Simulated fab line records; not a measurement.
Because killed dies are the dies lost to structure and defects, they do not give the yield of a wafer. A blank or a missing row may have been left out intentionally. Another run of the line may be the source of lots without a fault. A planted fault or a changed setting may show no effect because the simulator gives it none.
fab line records | flow sky130
record: lots: 6 wafers: 18 lastDay: 49
route steps=708 shown LDD_P@263 LDD_HVN@267 PAD_OPEN@708
lots that met no fault: from a run of the same line without faults
startH: the number of hours between the record's first day and the start of the first shown wafer of the lot | waitH: hours elapsed since this lot's preceding step | " identical to the entry in the row above | L1.1+2: a row that stands for several wafers | - value missing, or start not given | * or withheld: withheld | < > ~ a bound
route shown NAME@n: NAME is a module with steps in the file, n the number in the route of the first one | usual: the fault-free wafers' mean and standard deviation | same: alike in all rows | chamber/n: place in a boat | sites: per-site readings | _std_site: how widely they spread, as a standard deviation | _edge_site: mean of outer sites minus mean of inner sites | radiusMm: how far each site lies from the wafer's centre | mask NAME#n: copy n | behind: the last tool/chamber to shape the wafer | hold: what put the lot on hold/how long, in hours/how the hold closed | device: which transistor (n, p or np) failed to switch | end of line: tests run on the same wafers once the route is complete | a step without rows: its recipe alone | killed: not the wafer's yield, but the dies lost to structure and defects at the first sort | map: a wafer's dies, marking killed ones x, the rest . and places with no die _
set.NAME: the setting the step ran with; set.NAME@STEP: the setting that earlier step ran with | model.NAME: the simulator's own value behind a step, which no gauge read
a table for each step, a row for each wafer; lots at some steps of the route
services: the hour from which a tool's chamber was out of use, counted from the record's first day as startH (under 0 if before that day), plus the number of hours and why
== steps ==
step: SKY_LDD_P_OVL_MEAS_08
usual: LDD_P_OVL: -0.2/1.6
columns lot.wafer tool chamber startH waitH LDD_P_OVL[nm]
L716.1 overlay-02 - 480.15 0.1 1.7
L716.2 " - " " 3.3
L716.3 " - " " 2.1
L718.2 overlay-01 - 495.91 0.1 1.7
L718.3 " - " " 0.8
L718.6 " - " " 0.6
L721.1 overlay-02 - 536.60 0.1 -0.4
L721.2 " - " " 1.2
L721.6 " - " " 0.6
L724.1 overlay-01 - 553.49 0.1 -2.1
L724.3 " - " " -1.5
L724.6 " - " " -0.9
L726.1 overlay-02 - 565.20 0.1 -0.4
L726.3 " - " " -0.3
L726.4 " - " " -3.4
L729.3 overlay-01 - 587.90 0.1 0.5
L729.5 " - " " 0.0
L729.6 " - " " 1.2
step: SKY_LDD_P_IMPLANT_09
recipe: species: BF2 energyKev: 25 doseCm2: 1e+13 tiltDeg: withheld
step: SKY_LDD_P_STRIP_10
recipe: chemistry: O2/N2 powerW: 1400 pressureMtorr: 1500 platenTempC: withheld o2FlowSccm: 3000 n2FlowSccm: 300 overashFraction: 0.5
usual: drypumpMotorCurrentA: 5.9/0.44 oesProductAu: 0.716/0.0044 stripTimeToEndpointS: 14.16/0.036
columns lot.wafer tool chamber startH waitH drypumpMotorCurrentA oesProductAu rfHoursCounterH stripTimeToEndpointS
L716.1 plasmaAsher-02 1 480.33 0.1 5.4 0.711 5 14.21
L716.2 " 0 " " 6.2 0.717 5 14.22
L716.3 " 0 " " 6.2 0.709 - 14.20
L718.2 plasmaAsher-02 1 496.09 0.1 5.4 0.717 7 14.18
L718.3 " 1 " " 5.4 0.717 - 14.17
L718.6 " 0 " " 6.2 0.714 - 14.19
L721.1 plasmaAsher-03 1 536.78 0.1 6.6 0.717 39 14.15
L721.2 " 0 " " 5.4 0.717 39 14.13
L721.6 " 1 " " 6.6 0.723 - 14.16
L724.1 plasmaAsher-01 1 553.68 0.1 6.0 0.717 88 14.15
L724.3 " 1 " " 6.0 0.711 - 14.09
L724.6 " 1 " " 6.0 0.723 - 14.13
L726.1 plasmaAsher-02 0 565.38 0.1 6.2 0.722 14 14.19
L726.3 " 1 " " 5.4 0.712 - 14.22
L726.4 " 0 " " 6.3 0.711 - 14.21
L729.3 plasmaAsher-01 0 588.11 0.1 5.5 0.711 - 14.08
L729.5 " 1 " " 6.0 0.727 - 14.07
L729.6 " 0 " " 5.6 0.709 - 14.11
step: SKY_LDD_P_TW_MEAS_11
usual: LDD_P_TW: 640/6.2
columns lot.wafer tool chamber startH waitH LDD_P_TW
L716.1 filmMetro-03 - 480.43 0.1 641
L716.2 " - " " 636
L716.3 " - " " 638
L718.2 filmMetro-02 - 496.20 0.1 634
L718.3 " - " " 638
L718.6 " - " " 635
L721.1 filmMetro-02 - 536.88 0.1 636
L721.2 " - " " 640
L721.6 " - " " 636
L724.1 filmMetro-04 - 553.78 0.1 647
L724.3 " - " " 649
L724.6 " - " " 653
L726.1 filmMetro-03 - 565.48 0.1 638
L726.3 " - " " 639
L726.4 " - " " 640
L729.3 filmMetro-04 - 588.20 0.1 647
L729.5 " - " " 644
L729.6 " - " " 650
step: SKY_LDD_HVN_DEHYDRATE_00
recipe: tempC: 200 timeS: 60
step: SKY_LDD_HVN_HMDS_01
recipe: primeTimeS: 60 primeTempC: 120
step: SKY_LDD_HVN_COAT_02
recipe: resist: NOVOLAK spinRpm: 3000 resistThkNm: 300
step: SKY_LDD_HVN_SOFTBAKE_03
recipe: tempC: 90 timeS: 60 resist: NOVOLAK
step: SKY_LDD_HVN_EXPOSE_04
recipe: maskId: HVNTM na: 0.6 sourceShape: conventional sigmaOuter: 0.6 polarization: unpolarized targetCdNm: 700 doseMj: 127
step: SKY_LDD_HVN_PEB_05
recipe: tempC: withheld timeS: * resist: NOVOLAK
step: SKY_LDD_HVN_DEVELOP_06
recipe: resist: NOVOLAK developer: TMAH developTimeS: 60 devTempC: 23
step: SKY_LDD_HVN_OVL_MEAS_07
usual: LDD_HVN_OVL: 0.4/1.4
columns lot.wafer tool chamber startH waitH LDD_HVN_OVL[nm]
L716.1 overlay-01 - 510.54 0.1 1.6
L716.2 " - " " 1.9
L716.3 " - " " 0.5
L718.2 overlay-02 - 526.88 0.1 3.7
L718.3 " - " " 3.7
L718.6 " - " " 2.3
L721.1 overlay-02 - 566.09 0.1 1.2
L721.2 " - " " 0.8
L721.6 " - " " 0.0
L724.1 overlay-01 - 583.08 0.1 0.9
L724.3 " - " " 0.0
L724.6 " - " " -0.5
L726.1 overlay-01 - 594.03 0.1 0.2
L726.3 " - " " -2.7
L726.4 " - " " -1.8
L729.3 overlay-02 - 616.72 0.1 3.1
L729.5 " - " " 2.4
L729.6 " - " " 3.7
step: SKY_LDD_HVN_IMPLANT_08
recipe: species: P energyKev: 60 doseCm2: 3e+13 tiltDeg: 40
usual: beamEnergyKeV: 60.000/0.02
columns lot.wafer tool chamber startH waitH beamEnergyKeV model.implant.rpNm model.implant.drpNm
L716.1 implanter-02 0 510.57 0.0 60.000 56.89 28.15
L716.2 " 0 " " 60.038 56.89 28.15
L716.3 " 0 " " 59.986 56.89 28.15
L718.2 implanter-03 0 526.94 0.0 60.031 55.97 28.15
L718.3 " 0 " " 60.023 55.97 28.15
L718.6 " 0 " " 60.042 55.97 28.15
L721.1 implanter-02 0 566.12 0.0 59.996 58.44 28.15
L721.2 " 0 " " 60.000 58.44 28.15
L721.6 " 0 " " 59.979 58.44 28.15
L724.1 implanter-03 0 583.11 0.0 57.414 52.79 27.1
L724.3 " 0 " " 57.436 52.79 27.1
L724.6 " 0 " " 57.389 52.79 27.1
L726.1 implanter-03 0 594.06 0.0 57.421 51.63 27.1
L726.3 " 0 " " 57.436 51.63 27.1
L726.4 " 0 " " 57.399 51.63 27.1
L729.3 implanter-02 0 616.80 0.1 60.012 55.83 28.15
L729.5 " 0 " " 59.985 55.83 28.15
L729.6 " 0 " " 59.999 55.83 28.15
step: SKY_LDD_HVN_STRIP_09
recipe: chemistry: O2/N2 powerW: 1400 pressureMtorr: 1500 platenTempC: withheld o2FlowSccm: 3000 n2FlowSccm: 300 overashFraction: 0.5
usual: drypumpMotorCurrentA: 5.7/0.44 oesProductAu: 0.408/0.0044 stripTimeToEndpointS: 4.129/0.015
columns lot.wafer tool chamber startH waitH drypumpMotorCurrentA oesProductAu rfHoursCounterH stripTimeToEndpointS
L716.1 plasmaAsher-02 0 510.72 0.1 6.3 0.408 8 4.162
L716.2 " 1 " " 5.4 0.411 8 4.144
L716.3 " 0 " " 6.2 0.408 - 4.129
L718.2 plasmaAsher-02 0 527.06 0.1 6.2 0.406 10 4.125
L718.3 " 0 " " 6.2 0.410 - 4.097
L718.6 " 1 " " 5.4 0.410 - 4.117
L721.1 plasmaAsher-04 0 566.27 0.1 5.4 0.408 76 4.152
L721.2 " 1 " " 5.8 0.407 76 4.164
L721.6 " 0 " " 5.3 0.414 - 4.146
L724.1 plasmaAsher-04 1 583.26 0.1 5.8 0.411 78 4.110
L724.3 " 1 " " 5.8 0.415 - 4.130
L724.6 " 0 " " 5.4 0.396 - 4.130
L726.1 plasmaAsher-04 1 594.21 0.1 5.8 0.403 79 4.115
L726.3 " 0 " " 5.3 0.406 - 4.145
L726.4 " 1 " " 5.8 0.413 - 4.141
L729.3 plasmaAsher-03 0 616.93 0.1 5.4 0.410 - 4.122
L729.5 " 1 " " 6.5 0.411 - 4.131
L729.6 " 0 " " 5.4 0.413 - 4.157
step: SKY_PAD_OPEN_PROBE_99
usual: killed_at_M0_to_M3: 43/7.3 killed_at_M4_up: 3.2/1.8 killedAtContacts: 24/5.8 killedAtFrontEnd: 16/4.5 killedAtOther: 0.3/0.53 killedDies: 87/9.9 killedOpen: 48/6.8 killedShort: 39/6.9
same: grossDies: 492 killedAtBackSide: 0
columns lot.wafer tool chamber startH waitH killed_at_M0_to_M3 killed_at_M4_up killedAtContacts killedAtFrontEnd killedAtOther killedDies killedOpen killedShort model.etest.tip_n_5v.rsOhmSq
L716.1 prober-01 - 1099.78 0.1 50 3 22 22 0 97 58 39 1383
L716.2 prober-01 - 1099.83 0.1 40 3 24 13 0 80 47 33 1377
L716.3 prober-01 - 1099.88 0.2 41 5 23 17 0 86 45 41 1379
L718.2 prober-02 - 1114.77 0.1 36 2 39 17 0 94 57 37 1396
L718.3 prober-02 - 1114.82 0.2 39 5 15 12 0 71 36 35 1396
L718.6 prober-02 - 1114.97 0.2 34 2 32 18 0 86 44 42 1399
L721.1 prober-01 - 1138.89 0.1 49 3 30 20 0 102 54 48 1336
L721.2 prober-01 - 1138.94 0.1 46 1 32 24 0 103 63 40 1347
L721.6 prober-01 - 1139.14 0.2 51 1 24 15 0 91 52 39 1351
L724.1 prober-02 - 1150.80 0.1 47 4 19 11 0 81 44 37 1421
L724.3 prober-02 - 1150.90 0.2 46 2 35 13 1 97 51 46 1422
L724.6 prober-02 - 1151.05 0.2 37 4 26 13 0 80 55 25 1426
L726.1 prober-02 - 1158.26 0.1 48 2 16 27 1 94 49 45 1448
L726.3 prober-02 - 1158.36 0.2 49 2 17 16 0 84 37 47 1442
L726.4 prober-02 - 1158.41 0.2 53 7 28 12 0 100 46 54 1450
L729.3 prober-01 - 1173.33 0.2 43 3 23 19 1 89 60 29 1389
L729.5 prober-01 - 1173.43 0.2 54 3 26 23 0 106 52 54 1387
L729.6 prober-01 - 1173.48 0.2 34 3 23 14 0 74 48 26 1386
killed by level:class
L716.1 LI_CONTACT:geometricParticle:open=11 VIA1:geometricParticle:open=11 VIA1:geometricParticle:short=8 CONTACT:geometricParticle:open=8 VIA3:geometricParticle:open=8 POLY_GATE:geometricParticle:short=7 METAL2:geometricParticle:open=6 METAL2:geometricParticle:short=5
L716.2 VIA1:geometricParticle:open=11 VIA2:geometricParticle:open=11 LI_CONTACT:geometricParticle:open=6 CONTACT:geometricParticle:open=6 LI_CONTACT:geometricParticle:short=4 VIA3:geometricParticle:open=4 CONTACT:geometricParticle:short=4 FIELD_ISO:geometricParticle:open=3
L716.3 VIA1:geometricParticle:open=10 LI_CONTACT:geometricParticle:open=8 FIELD_ISO:geometricParticle:short=7 VIA2:geometricParticle:open=6 VIA3:geometricParticle:open=6 CONTACT:geometricParticle:open=5 METAL2:geometricParticle:short=5 CONTACT:geometricParticle:short=4
L718.2 CONTACT:geometricParticle:open=17 LI_CONTACT:geometricParticle:open=13 VIA1:geometricParticle:open=10 METAL3:geometricParticle:short=6 FIELD_ISO:geometricParticle:short=5 VIA3:geometricParticle:open=5 FIELD_ISO:geometricParticle:open=4 POLY_GATE:geometricParticle:short=4
L718.3 VIA1:geometricParticle:short=9 CONTACT:geometricParticle:open=8 VIA3:geometricParticle:open=7 VIA2:geometricParticle:open=7 VIA1:geometricParticle:open=4 METAL4:geometricParticle:short=4 FIELD_ISO:geometricParticle:short=3 SPACER:geometricParticle:short=3
L718.6 LI_CONTACT:geometricParticle:open=11 CONTACT:geometricParticle:open=9 METAL1:geometricParticle:short=7 CONTACT:geometricParticle:short=6 VIA1:geometricParticle:open=6 POLY_GATE:geometricParticle:short=5 POLY_GATE:geometricParticle:open=4 LI_CONTACT:geometricParticle:short=4
L721.1 VIA1:geometricParticle:open=16 CONTACT:geometricParticle:open=10 FIELD_ISO:geometricParticle:short=8 LI_CONTACT:geometricParticle:open=7 METAL2:geometricParticle:short=7 VIA3:geometricParticle:open=6 METAL1:geometricParticle:short=6 POLY_GATE:geometricParticle:open=5
L721.2 CONTACT:geometricParticle:open=13 VIA1:geometricParticle:open=12 LI_CONTACT:geometricParticle:open=11 VIA2:geometricParticle:short=8 POLY_GATE:geometricParticle:open=7 FIELD_ISO:geometricParticle:open=6 METAL1:geometricParticle:short=6 VIA2:geometricParticle:open=5
L721.6 CONTACT:geometricParticle:open=15 VIA1:geometricParticle:open=12 VIA2:geometricParticle:open=9 METAL2:geometricParticle:short=8 CONTACT:geometricParticle:short=5 VIA1:geometricParticle:short=4 FIELD_ISO:geometricParticle:short=3 LI_CONTACT:geometricParticle:open=3
L724.1 METAL1:geometricParticle:short=9 LI_CONTACT:geometricParticle:open=7 VIA1:geometricParticle:open=7 VIA3:geometricParticle:open=6 METAL2:geometricParticle:short=6 VIA2:geometricParticle:short=4 CONTACT:geometricParticle:open=4 VIA2:geometricParticle:open=4
L724.3 VIA1:geometricParticle:open=17 LI_CONTACT:geometricParticle:open=10 METAL2:geometricParticle:short=10 FIELD_ISO:geometricParticle:short=8 CONTACT:geometricParticle:open=8 LI_CONTACT:geometricParticle:short=6 LOCAL_INTERCONNECT:geometricParticle:short=6 VIA2:geometricParticle:open=5
L724.6 VIA1:geometricParticle:open=13 CONTACT:geometricParticle:open=11 VIA2:geometricParticle:open=9 LI_CONTACT:geometricParticle:open=7 FIELD_ISO:geometricParticle:open=6 METAL1:geometricParticle:short=4 LOCAL_INTERCONNECT:geometricParticle:short=3 VIA1:geometricParticle:short=3
L726.1 VIA2:geometricParticle:open=11 VIA1:geometricParticle:open=11 FIELD_ISO:geometricParticle:short=9 FIELD_ISO:geometricParticle:open=9 METAL2:geometricParticle:short=8 METAL1:geometricParticle:short=7 LI_CONTACT:geometricParticle:open=6 VIA2:geometricParticle:short=4
L726.3 METAL1:geometricParticle:short=12 VIA1:geometricParticle:short=8 FIELD_ISO:geometricParticle:open=7 CONTACT:geometricParticle:open=7 VIA1:geometricParticle:open=6 FIELD_ISO:geometricParticle:short=5 METAL2:geometricParticle:short=5 VIA2:geometricParticle:open=5
L726.4 VIA1:geometricParticle:open=12 METAL1:geometricParticle:short=9 CONTACT:geometricParticle:short=9 VIA1:geometricParticle:short=9 CONTACT:geometricParticle:open=7 VIA2:geometricParticle:open=6 LI_CONTACT:geometricParticle:open=5 METAL2:geometricParticle:short=5
L729.3 CONTACT:geometricParticle:open=13 VIA1:geometricParticle:open=10 VIA2:geometricParticle:open=8 VIA3:geometricParticle:open=7 FIELD_ISO:geometricParticle:short=6 FIELD_ISO:geometricParticle:open=5 LI_CONTACT:geometricParticle:open=5 POLY_GATE:geometricParticle:open=4
L729.5 VIA1:geometricParticle:open=13 METAL2:geometricParticle:short=8 LI_CONTACT:geometricParticle:open=7 METAL1:geometricParticle:short=7 POLY_GATE:geometricParticle:open=6 LOCAL_INTERCONNECT:geometricParticle:short=6 SPACER:geometricParticle:short=5 CONTACT:geometricParticle:open=5
L729.6 VIA2:geometricParticle:open=9 CONTACT:geometricParticle:open=9 FIELD_ISO:geometricParticle:open=7 METAL1:geometricParticle:short=7 VIA1:geometricParticle:open=6 LOCAL_INTERCONNECT:geometricParticle:short=5 VIA3:geometricParticle:open=5 POLY_GATE:geometricParticle:short=3
== services ==
columns tool chamber startH hours kind
plasmaAsher-02 - 508.92 0.9 repair
plasmaAsher-01 - 515.41 1.2 repair
implanter-02 - 519.79 8.5 repair
plasmaAsher-03 - 559.82 6.0 repair
plasmaAsher-02 - 563.77 1.5 repair
implanter-03 - 572.58 1.5 repair
plasmaAsher-02 - 575.95 0.7 repair
implanter-03 - 611.46 3.7 pm
plasmaAsher-01 - 614.39 1.8 repair
== key ==
firstSign: step: SKY_LDD_HVN_IMPLANT_08 reading: beamEnergyKeV direction: down sigmas: 99+ usual: * struck: *
effect none on later readings
modelEffect: step: SKY_LDD_HVN_IMPLANT_08 value: implant.rpNm without: 54.62 struck: 52.21
modelEffect: step: SKY_PAD_OPEN_PROBE_99 value: etest.tip_n_5v.rsOhmSq without: 1404 struck: 1435
metAt SKY_LDD_HVN_IMPLANT_08
struckWafers L724.1,L724.3,L724.6,L726.1,L726.3,L726.4
testerLeftOut L724,L726
onsetBetween 526.94 583.11
fault: kind: processParameterDrift tool: implanter-03 chamber: - onsetH: 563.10 steps: SKY_LDD_HVN_IMPLANT_08 channel: energyKev offset: * shape: step endH: 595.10 actsIn: * stated: *
testerLeftOut: of these lots the tester's yield and bins aren't shown, on N5 and GAA mostly nor the transistor test; their killed dies are dies lost to structure and defects alone, not to doping, threshold or leakage, so they don't give the yield
